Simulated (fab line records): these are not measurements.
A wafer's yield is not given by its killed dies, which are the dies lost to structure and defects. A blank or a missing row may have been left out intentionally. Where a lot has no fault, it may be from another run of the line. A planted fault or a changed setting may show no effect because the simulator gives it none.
fab line records -- flow sky130
[record] lots = 6, wafers = 18, last-day = 49
route steps=708 shown VIA2@509 PAD_OPEN@708
lots untouched by any fault: they come from a run of this same line in which no faults occurred
start-h: hours from the record's first day to the start of the lot's first wafer shown -- wait-h: how many hours have passed since the lot's step before this one -- " identical to the entry in the row above -- L1.1+2: a single row standing in for several wafers -- - no value, or no start was given -- * or withheld: withheld -- < > ~ a bound
route shown NAME@n: NAME is a module with steps in the file, n the number in the route of the first one -- usual: mean/standard deviation taken from wafers without a fault -- same: alike in all rows -- chamber/n: place in a boat -- sites: each site's reading -- _std_site: their standard deviation -- _edge_site: outer sites' mean less inner sites' -- radius-mm: for every site, how far away it sits from the centre of the wafer -- mask NAME#n: copy n -- behind: the last tool/chamber to shape the wafer -- hold: why the lot went on hold/how many hours it stayed there/how the hold came to an end -- device: whichever transistor did not switch (one of n, p or np) -- end of line: at the end of the route, the tests of the same wafers -- where a step has no rows: the recipe by itself -- killed: count of dies lost to structure and defects at first sort (not the wafer's yield) -- map: a wafer's dies, x killed, . not, _ none there
set.NAME: setting as actually run; set.NAME@STEP: the setting as run at that earlier step -- model.NAME: the simulator's own value behind a step, which no gauge read
a table for each step, a row for each wafer; lots at some steps of the route
services: the hour from which a tool's chamber was out of use, counted from the record's first day as start-h (under 0 if before that day), plus the number of hours and why
[[steps]]
[step SKY_VIA2_CMP_02]
[recipe] material = SiO2, down-force-psi = 4, platen-rpm = 60, pad-velocity-m-s = 0.94248
[usual] motor-current-A = 12.8/1.2
lot.wafer,tool,chamber,start-h,wait-h,motor-current-A
L766.2,cmp-01,2,857.85,0.1,14.7
L766.3,cmp-01,0,857.85,0.1,10.8
L766.5,cmp-01,1,857.85,0.1,11.5
L767.1,cmp-02,3,876.92,0.1,15.0
L767.3,cmp-02,0,876.92,0.1,12.2
L767.6,cmp-02,2,876.92,0.1,12.8
L769.1,cmp-02,1,881.59,0.2,12.1
L769.6,cmp-02,2,881.59,0.2,13.6
L769.5,cmp-02,3,881.59,0.2,14.6
L773.2,cmp-01,1,912.24,0.1,13.1
L773.3,cmp-01,2,912.24,0.1,14.2
L773.4,cmp-01,3,912.24,0.1,12.3
L778.3,cmp-02,1,947.47,0.0,12.9
L778.4,cmp-02,3,947.47,0.0,14.5
L778.5,cmp-02,1,947.47,0.0,13.7
L779.3,cmp-01,1,955.49,0.1,12.6
L779.2,cmp-01,3,955.49,0.1,11.1
L779.6,cmp-01,0,955.49,0.1,11.5
[step SKY_VIA2_BOW_MEAS_03]
[recipe] mode = bow
[usual] VIA2_BOW = 84/7
lot.wafer,tool,chamber,start-h,wait-h,VIA2_BOW[um]
L766.2,film-metro-03,-,858.12,0.2,93
L766.3,film-metro-03,-,858.12,0.2,83
L766.5,film-metro-03,-,858.12,0.2,77
L767.1,film-metro-04,-,877.17,0.2,92
L767.3,film-metro-04,-,877.17,0.2,87
L767.6,film-metro-04,-,877.17,0.2,98
L769.1,film-metro-03,-,881.74,0.1,84
L769.5,film-metro-03,-,881.74,0.1,91
L769.6,film-metro-03,-,881.74,0.1,88
L773.2,film-metro-03,-,912.56,0.3,89
L773.3,film-metro-03,-,912.56,0.3,85
L773.4,film-metro-03,-,912.56,0.3,82
L778.3,film-metro-03,-,947.81,0.3,97
L778.4,film-metro-03,-,947.81,0.3,81
L778.5,film-metro-03,-,947.81,0.3,87
L779.2,film-metro-04,-,955.76,0.1,79
L779.3,film-metro-04,-,955.76,0.1,93
L779.6,film-metro-04,-,955.76,0.1,81
[step SKY_VIA2_DEHYDRATE_04]
[recipe] temp-c = 200, time-s = 60
[step SKY_VIA2_HMDS_05]
[recipe] prime-time-s = 60, prime-temp-c = 120
[step SKY_VIA2_COAT_06]
[recipe] resist = BARC, temp-c = withheld, time-s = withheld, spin-rpm = 3000, resist-thk-nm = 60
[step SKY_VIA2_COAT_07]
[recipe] resist = KrF-thick, spin-rpm = 3000, resist-thk-nm = 450
[step SKY_VIA2_SOFTBAKE_08]
[recipe] temp-c = 100, time-s = 90, resist = KrF-thick
[step SKY_VIA2_EXPOSE_09]
[recipe] mask-id = VIM2, na = 0.8, source-shape = annular, sigma-inner = 0.55, sigma-outer = 0.85, target-cd-nm = 200, dose-mj = 38
[step SKY_VIA2_PEB_10]
[recipe] peb-temp-c = withheld, peb-time-s = withheld, resist = KrF-thick
[step SKY_VIA2_DEVELOP_11]
[recipe] develop-time-s = 60, resist = KrF-thick, dev-temp-c = 21
[step SKY_VIA2_CD_MEAS_12]
[recipe] target-cd-nm = 200
[usual] cd-nm = 199.8/1.2
lot.wafer,tool,chamber,start-h,wait-h,cd-nm
L766.2,cd-sem-01,-,884.13,-,201.4
L766.3,cd-sem-01,-,884.13,-,201.7
L766.5,cd-sem-01,-,884.13,-,201.6
L767.1,cd-sem-01,-,903.16,-,199.8
L767.3,cd-sem-01,-,903.16,-,200.5
L767.6,cd-sem-01,-,903.16,-,199.3
L769.1,cd-sem-02,-,905.73,-,200.1
L769.5,cd-sem-02,-,905.73,-,200.2
L769.6,cd-sem-02,-,905.73,-,199.7
L773.2,cd-sem-02,-,936.48,-,198.3
L773.3,cd-sem-02,-,936.48,-,198.6
L773.4,cd-sem-02,-,936.48,-,200.5
L778.3,cd-sem-02,-,972.00,-,198.5
L778.4,cd-sem-02,-,972.00,-,196.8
L778.5,cd-sem-02,-,972.00,-,198.6
L779.2,cd-sem-02,-,979.99,-,200.6
L779.3,cd-sem-02,-,979.99,-,203.2
L779.6,cd-sem-02,-,979.99,-,201.2
[step SKY_VIA2_OVL_MEAS_13]
[usual] VIA2_OVL = 1/5.5
lot.wafer,tool,chamber,start-h,wait-h,VIA2_OVL[nm]
L766.2,overlay-02,-,884.24,0.1,3
L766.3,overlay-02,-,884.24,0.1,8
L766.5,overlay-02,-,884.24,0.1,-4
L767.1,overlay-02,-,903.28,0.1,-4
L767.3,overlay-02,-,903.28,0.1,1
L767.6,overlay-02,-,903.28,0.1,-2
L769.1,overlay-01,-,905.85,0.1,-1
L769.5,overlay-01,-,905.85,0.1,-6
L769.6,overlay-01,-,905.85,0.1,-2
L773.2,overlay-01,-,936.59,0.1,10
L773.3,overlay-01,-,936.59,0.1,14
L773.4,overlay-01,-,936.59,0.1,10
L778.3,overlay-02,-,972.10,0.1,-3
L778.4,overlay-02,-,972.10,0.1,0
L778.5,overlay-02,-,972.10,0.1,-3
L779.2,overlay-02,-,980.10,0.1,8
L779.3,overlay-02,-,980.10,0.1,8
L779.6,overlay-02,-,980.10,0.1,4
[step SKY_VIA2_ETCH_14]
[recipe] chemistry = N2/H2, target = BARC, ion-energy-ev = 200, source-w = 500, bias-w = 100, pressure-mtorr = 30, n2-flow-sccm = 100, h2-flow-sccm = 200, stop-on = SiO2, time-s = 45.9, target-depth-a = 600
[usual] bias-w = 100.05/0.3, chamber-pressure-mTorr = 30.002/0.028, drypump-motor-current-A = 5.8/0.51, oes-product-au = 0.854/0.0049, rf-fwd-power-W = 494.1/2.3, throttle-valve-pct = 13.224/0.009
lot.wafer,tool,chamber,start-h,wait-h,bias-w,chamber-pressure-mTorr,drypump-motor-current-A,oes-product-au,rf-fwd-power-W,rf-hours-counter-h,throttle-valve-pct,model.KrF-thick_of_VIA2_COAT_07.thk-nm
L766.2,rie-diel-01,3,884.27,0.0,99.79,29.967,6.0,0.844,494.1,23,13.226,393
L766.3,rie-diel-01,2,884.27,0.0,100.56,30.026,6.1,0.860,496.4,19,13.221,394.7
L766.5,rie-diel-01,2,884.27,0.0,100.31,29.987,6.1,0.856,498.9,-,13.229,392.2
L767.1,rie-diel-01,1,903.32,0.0,99.93,29.976,5.7,0.844,491.1,18,13.212,390.8
L767.3,rie-diel-01,3,903.32,0.0,100.33,30.000,6.0,0.857,496.5,24,13.213,390.6
L767.6,rie-diel-01,2,903.32,0.0,99.87,30.019,6.1,0.863,497.6,-,13.244,390.9
L769.1,rie-diel-02,1,905.88,0.0,100.07,30.077,5.9,0.860,494.9,12,13.209,393.2
L769.5,rie-diel-02,0,905.88,0.0,99.75,30.005,5.8,0.849,498.3,-,13.225,392.6
L769.6,rie-diel-02,1,905.88,0.0,100.17,29.959,5.9,0.856,495.0,-,13.234,394.2
L773.2,rie-diel-04,0,936.62,0.0,100.01,30.009,6.4,0.849,495.7,5,13.233,392.4
L773.3,rie-diel-04,3,936.62,0.0,99.69,30.033,5.0,0.857,493.1,12,13.208,390.6
L773.4,rie-diel-04,1,936.62,0.0,99.91,30.020,4.9,0.849,494.3,1,13.236,391.4
L778.3,rie-diel-04,2,972.12,0.0,-,-,-,-,-,-,-,435.3
L778.4,rie-diel-04,1,972.12,0.0,-,-,-,-,-,-,-,435
L778.5,rie-diel-04,2,972.12,0.0,-,-,-,-,-,-,-,434.7
L779.2,rie-diel-02,2,980.13,0.0,-,-,-,-,-,-,-,433.7
L779.3,rie-diel-02,0,980.13,0.0,-,-,-,-,-,-,-,433.6
L779.6,rie-diel-02,1,980.13,0.0,-,-,-,-,-,-,-,434.2
[step SKY_VIA2_ETCH_15]
[recipe] target = SiO2, chemistry = C4F8/O2/Ar, target-depth-nm = 546, stop-on = TiN, mask-material = KrF-thick, source-w = 1500, bias-w = 1200, pressure-mtorr = 40, c4f8-flow-sccm = withheld, O2_flow_sccm = 6, Ar_flow_sccm = 300, time-s = 84
[usual] bias-w = 1200/4, chamber-pressure-mTorr = 39.99/0.059, oes-product-au = 0.940/0.0045, rf-fwd-power-W = 1488/5.3
lot.wafer,tool,chamber,start-h,wait-h,bias-w,chamber-pressure-mTorr,oes-product-au,rf-fwd-power-W,rf-hours-counter-h,model.KrF-thick_of_VIA2_COAT_07.thk-nm
L766.2,rie-diel-01,3,884.31,0.0,1198,40.02,0.945,1484,23,281.5
L766.3,rie-diel-01,2,884.31,0.0,1207,40.02,0.945,1490,19,285.8
L766.5,rie-diel-01,2,884.31,0.0,1202,40.01,0.932,1493,-,282.9
L767.1,rie-diel-01,1,903.36,0.0,1198,39.99,0.937,1493,18,284.6
L767.3,rie-diel-01,3,903.36,0.0,1199,39.96,0.938,1489,24,279.5
L767.6,rie-diel-01,2,903.36,0.0,1200,39.99,0.946,1493,-,283.1
L769.1,rie-diel-02,1,905.92,0.0,1198,40.02,0.942,1496,12,286.1
L769.5,rie-diel-02,0,905.92,0.0,1198,39.96,0.948,1489,-,282.2
L769.6,rie-diel-02,1,905.92,0.0,1196,40.02,0.946,1490,-,286.5
L773.2,rie-diel-04,0,936.66,0.0,1200,40.03,0.943,1485,5,284.1
L773.3,rie-diel-04,3,936.66,0.0,1198,39.97,0.939,1489,13,282
L773.4,rie-diel-04,1,936.66,0.0,1200,39.93,0.945,1487,1,280.9
L778.3,rie-diel-04,2,972.16,0.0,1198,39.99,0.380,1486,16,328.5
L778.4,rie-diel-04,1,972.16,0.0,1195,39.99,0.371,1486,2,325.6
L778.5,rie-diel-04,2,972.16,0.0,1196,40.05,0.372,1491,-,326.1
L779.2,rie-diel-02,2,980.17,0.0,1199,39.97,0.371,1487,13,322.4
L779.3,rie-diel-02,0,980.17,0.0,1202,40.03,0.371,1492,3,323
L779.6,rie-diel-02,1,980.17,0.0,1196,40.02,0.373,1491,-,326.1
[step SKY_VIA2_STRIP_16]
[recipe] chemistry = O2/N2, power-w = 1400, pressure-mtorr = 1500, platen-temp-c = withheld, o2-flow-sccm = 3000, n2-flow-sccm = 300, overash-fraction = 0.5
[usual] drypump-motor-current-A = 5.3/0.43, oes-product-au = 0.399/0.0043, strip-time-to-endpoint-s = 4.053/0.025
lot.wafer,tool,chamber,start-h,wait-h,drypump-motor-current-A,oes-product-au,rf-hours-counter-h,strip-time-to-endpoint-s
L766.2,plasma-asher-01,0,884.37,0.0,6.0,0.403,102,4.031
L766.3,plasma-asher-01,0,884.37,0.0,6.0,0.400,-,4.084
L766.5,plasma-asher-01,1,884.37,0.0,5.7,0.401,-,4.020
L767.1,plasma-asher-04,1,903.42,0.0,5.7,0.399,17,4.052
L767.3,plasma-asher-04,0,903.42,0.0,5.7,0.399,-,4.002
L767.6,plasma-asher-04,0,903.42,0.0,5.7,0.391,-,4.055
L769.1,plasma-asher-04,1,905.99,0.0,5.7,0.404,18,4.074
L769.5,plasma-asher-04,0,905.99,0.0,5.7,0.398,-,4.031
L769.6,plasma-asher-04,1,905.99,0.0,5.7,0.398,-,4.082
L773.2,plasma-asher-04,1,936.72,0.0,5.7,0.402,21,4.044
L773.3,plasma-asher-04,1,936.72,0.0,5.7,0.398,-,4.018
L773.4,plasma-asher-04,0,936.72,0.0,5.6,0.401,-,4.007
L778.3,plasma-asher-03,1,972.26,0.1,5.0,0.412,-,4.526
L778.4,plasma-asher-03,0,972.26,0.1,4.8,0.417,-,4.484
L778.5,plasma-asher-03,0,972.26,0.1,4.8,0.421,-,4.496
L779.2,plasma-asher-03,0,980.23,0.0,4.9,0.415,85,4.464
L779.3,plasma-asher-03,1,980.23,0.0,5.0,0.416,-,4.462
L779.6,plasma-asher-03,0,980.23,0.0,4.9,0.414,-,4.494
[step SKY_VIA2_STRIP_17]
[recipe] chemistry = post-etch-residue-remover, time-s = 1200, temp-c = 72.5
[step SKY_PAD_OPEN_PROBE_99]
[usual] defect-limited-yield = 82.6/2, killed_at_M0_to_M3 = 43/7.1, killed_at_M4_up = 3.0/1.9, killed-at-contacts = 24/5, killed-at-front-end = 15/4.3, killed-at-other = 0.3/0.5, killed-dies = 85/9.6, killed-on-rim = 17/4.3, killed-open = 46/7.1, killed-short = 39/6.8, sort_bin_3_pad_short = 0.9/0.42, sort_bin_5_function = 10.2/1.4, sort_bin_6_memory = 6.3/1.2, sort-n-pass = 407/9.6, sort-yield-pct = 82.6/2
[same] gross-dies = 492, killed-at-back-side = 0, sort_bin_4_leakage[%] = 0, sort_bin_8_speed[%] = 0
lot.wafer,tool,chamber,start-h,wait-h,defect-limited-yield[%],killed_at_M0_to_M3,killed_at_M4_up,killed-at-contacts,killed-at-front-end,killed-at-other,killed-dies,killed-on-rim,killed-open,killed-short,sort_bin_3_pad_short[%],sort_bin_5_function[%],sort_bin_6_memory[%],sort-n-pass,sort-yield-pct[%]
L766.2,prober-02,-,1104.16,0.1,82.9,43,2,27,12,0,84,15,47,37,0.8,11.2,5.1,408,82.9
L766.3,prober-02,-,1104.21,0.2,84.8,36,1,27,11,0,75,16,40,35,0.4,9.8,5.1,417,84.8
L766.5,prober-02,-,1104.31,0.2,84.3,42,2,20,13,0,77,19,41,36,0.6,9.6,5.5,415,84.3
L778.3,prober-02,-,1172.20,0.2,0,437,5,30,19,1,492,96,44,41,0,92.7,7.3,0,0
L778.4,prober-02,-,1172.25,0.2,0,445,2,28,17,0,492,96,50,44,1.6,91.9,6.5,0,0
L778.5,prober-02,-,1172.30,0.2,0,447,5,30,10,0,492,96,46,41,1.2,92.1,6.7,0,0
L779.2,prober-02,-,1173.90,0.1,0,452,4,20,15,1,492,96,37,46,1.2,92.7,6.1,0,0
L779.3,prober-02,-,1173.95,0.2,0,449,4,26,13,0,492,96,43,50,1.4,91.7,6.9,0,0
L779.6,prober-02,-,1174.10,0.2,0,442,5,31,14,0,492,96,48,41,1.2,91.1,7.7,0,0
// killed by level:class
L766.2 CONTACT:geometric-particle:open=13 VIA1:geometric-particle:open=10 VIA2:geometric-particle:open=6 METAL1:geometric-particle:short=6 VIA1:geometric-particle:short=6 CONTACT:geometric-particle:short=5 LI_CONTACT:geometric-particle:short=4 METAL1:geometric-particle:open=4
L766.3 CONTACT:geometric-particle:open=10 VIA2:geometric-particle:open=8 LI_CONTACT:geometric-particle:open=6 VIA1:geometric-particle:open=6 LI_CONTACT:geometric-particle:short=5 POLY_GATE:geometric-particle:short=4 VIA3:geometric-particle:open=4 METAL1:geometric-particle:short=4
L766.5 VIA1:geometric-particle:open=9 VIA2:geometric-particle:open=8 CONTACT:geometric-particle:open=6 LI_CONTACT:geometric-particle:open=5 METAL1:geometric-particle:short=5 POLY_GATE:geometric-particle:short=4 CONTACT:geometric-particle:short=4 LI_CONTACT:geometric-particle:short=4
L778.3 VIA2:area-etch=407 CONTACT:geometric-particle:open=12 METAL2:geometric-particle:short=8 FIELD_ISO:geometric-particle:short=7 LI_CONTACT:geometric-particle:open=6 FIELD_ISO:geometric-particle:open=5 CONTACT:geometric-particle:short=5 VIA2:geometric-particle:open=5
L778.4 VIA2:area-etch=398 CONTACT:geometric-particle:open=10 CONTACT:geometric-particle:short=7 POLY_GATE:geometric-particle:open=7 VIA1:geometric-particle:open=7 LOCAL_INTERCONNECT:geometric-particle:short=6 VIA2:geometric-particle:open=6 VIA3:geometric-particle:open=6
L778.5 VIA2:area-etch=405 CONTACT:geometric-particle:open=14 LI_CONTACT:geometric-particle:open=8 VIA1:geometric-particle:open=7 METAL2:geometric-particle:short=7 METAL1:geometric-particle:short=6 METAL4:geometric-particle:short=5 VIA2:geometric-particle:open=5
L779.2 VIA2:area-etch=409 CONTACT:geometric-particle:open=10 METAL2:geometric-particle:short=7 VIA1:geometric-particle:short=6 VIA3:geometric-particle:short=5 METAL1:geometric-particle:short=5 VIA3:geometric-particle:open=5 VIA1:geometric-particle:open=4
L779.3 VIA2:area-etch=399 VIA3:geometric-particle:open=9 LOCAL_INTERCONNECT:geometric-particle:short=7 VIA1:geometric-particle:open=7 CONTACT:geometric-particle:open=6 VIA1:geometric-particle:short=6 METAL2:geometric-particle:short=5 VIA2:geometric-particle:open=5
L779.6 VIA2:area-etch=403 LI_CONTACT:geometric-particle:open=12 VIA1:geometric-particle:open=11 CONTACT:geometric-particle:open=8 VIA1:geometric-particle:short=8 CONTACT:geometric-particle:short=5 FIELD_ISO:geometric-particle:short=4 METAL3:geometric-particle:short=4
// map L778.3 (x killed, . not)
__________xxxxxxxxxx_________
________xxxxxxxxxxxxxx_______
______xxxxxxxxxxxxxxxxxx_____
_____xxxxxxxxxxxxxxxxxxxx____
____xxxxxxxxxxxxxxxxxxxxxx___
___xxxxxxxxxxxxxxxxxxxxxxxx__
__xxxxxxxxxxxxxxxxxxxxxxxxxx_
_xxxxxxxxxxxxxxxxxxxxxxxxxxxx
_xxxxxxxxxxxxxxxxxxxxxxxxxxxx
_xxxxxxxxxxxxxxxxxxxxxxxxxxxx
_xxxxxxxxxxxxxxxxxxxxxxxxxxxx
_xxxxxxxxxxxxxxxxxxxxxxxxxxxx
_xxxxxxxxxxxxxxxxxxxxxxxxxxxx
_xxxxxxxxxxxxxxxxxxxxxxxxxxxx
_xxxxxxxxxxxxxxxxxxxxxxxxxxxx
__xxxxxxxxxxxxxxxxxxxxxxxxxx_
___xxxxxxxxxxxxxxxxxxxxxxxx__
____xxxxxxxxxxxxxxxxxxxxxx___
_____xxxxxxxxxxxxxxxxxxxx____
______xxxxxxxxxxxxxxxxxx_____
________xxxxxxxxxxxxxx_______
__________xxxxxxxxxx_________
// map L779.2 (x killed, . not)
__________xxxxxxxxxx_________
________xxxxxxxxxxxxxx_______
______xxxxxxxxxxxxxxxxxx_____
_____xxxxxxxxxxxxxxxxxxxx____
____xxxxxxxxxxxxxxxxxxxxxx___
___xxxxxxxxxxxxxxxxxxxxxxxx__
__xxxxxxxxxxxxxxxxxxxxxxxxxx_
_xxxxxxxxxxxxxxxxxxxxxxxxxxxx
_xxxxxxxxxxxxxxxxxxxxxxxxxxxx
_xxxxxxxxxxxxxxxxxxxxxxxxxxxx
_xxxxxxxxxxxxxxxxxxxxxxxxxxxx
_xxxxxxxxxxxxxxxxxxxxxxxxxxxx
_xxxxxxxxxxxxxxxxxxxxxxxxxxxx
_xxxxxxxxxxxxxxxxxxxxxxxxxxxx
_xxxxxxxxxxxxxxxxxxxxxxxxxxxx
__xxxxxxxxxxxxxxxxxxxxxxxxxx_
___xxxxxxxxxxxxxxxxxxxxxxxx__
____xxxxxxxxxxxxxxxxxxxxxx___
_____xxxxxxxxxxxxxxxxxxxx____
______xxxxxxxxxxxxxxxxxx_____
________xxxxxxxxxxxxxx_______
__________xxxxxxxxxx_________
[[services]]
tool,chamber,start-h,hours,kind
rie-diel-01,2,835.32,6.4,repair
plasma-asher-03,-,835.87,1.7,repair
cmp-01,-,839.32,2.2,repair
rie-diel-02,0,843.27,-,clean
rie-diel-02,0,843.27,17.9,scheduled-down
rie-diel-02,0,843.27,17.9,vent-cycle
plasma-asher-04,-,844.27,0.9,repair
cmp-02,-,850.23,11.2,repair
rie-diel-01,1,850.38,42.8,repair
cmp-01,-,861.40,5.5,pm
rie-diel-01,-,863.24,5.8,repair
cmp-02,-,867.10,3.4,pm
rie-diel-01,0,884.90,2.1,repair
rie-diel-01,-,889.63,0.7,repair
cmp-02,-,892.11,4.9,pm
cmp-01,-,892.18,2.2,repair
rie-diel-02,-,894.33,0.5,repair
cmp-02,-,898.58,4.0,repair
cmp-02,-,912.04,4.0,pm
rie-diel-02,2,924.27,7.2,repair
rie-diel-02,0,928.76,4.7,repair
rie-diel-01,2,953.87,2.1,repair
rie-diel-04,-,961.99,1.0,repair
rie-diel-02,2,967.40,1.6,repair
[[key]]
[first-sign] step = SKY_VIA2_ETCH_14, reading = tool-record, direction = missing
[effect] step = SKY_VIA2_ETCH_15, reading = oes-product-au, direction = down, sigmas = 99+, usual = 0.940, struck = 0.373
[effect] step = SKY_VIA2_STRIP_16, reading = strip-time-to-endpoint-s, direction = up, sigmas = 18, usual = *, struck = *
[effect] step = SKY_PAD_OPEN_PROBE_99, reading = sort_bin_5_function, direction = up, sigmas = 60, usual = 10.2, struck = 92.0
[model-effect] step = SKY_VIA2_ETCH_14, value = KrF-thick_of_VIA2_COAT_07.thk-nm, without = 391.1, struck = 434.4
[model-effect] step = SKY_VIA2_ETCH_15, value = KrF-thick_of_VIA2_COAT_07.thk-nm, without = 281.9, struck = 325.3
[more-kills-born-at] SKY_VIA2_ETCH_14@rie-diel-02 = 1211, SKY_VIA2_ETCH_14@rie-diel-04 = 1210
met-at SKY_VIA2_ETCH_14
struck-wafers L778.3,L778.4,L778.5,L779.2,L779.3,L779.6
later-rows-left-out L778.3,L778.4,L778.5,L779.2,L779.3,L779.6
onset-between 936.62 972.12
[fault] kind = skipped-step-whole, tool = rie-diel-02,rie-diel-04, chamber = -, onset-h = 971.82, steps = SKY_VIA2_ETCH_14, scope = struck-lots-only
// later-rows-left-out: the simulator's readings of these wafers behind a module that went badly wrong aren't trusted and aren't shown, but for the sort
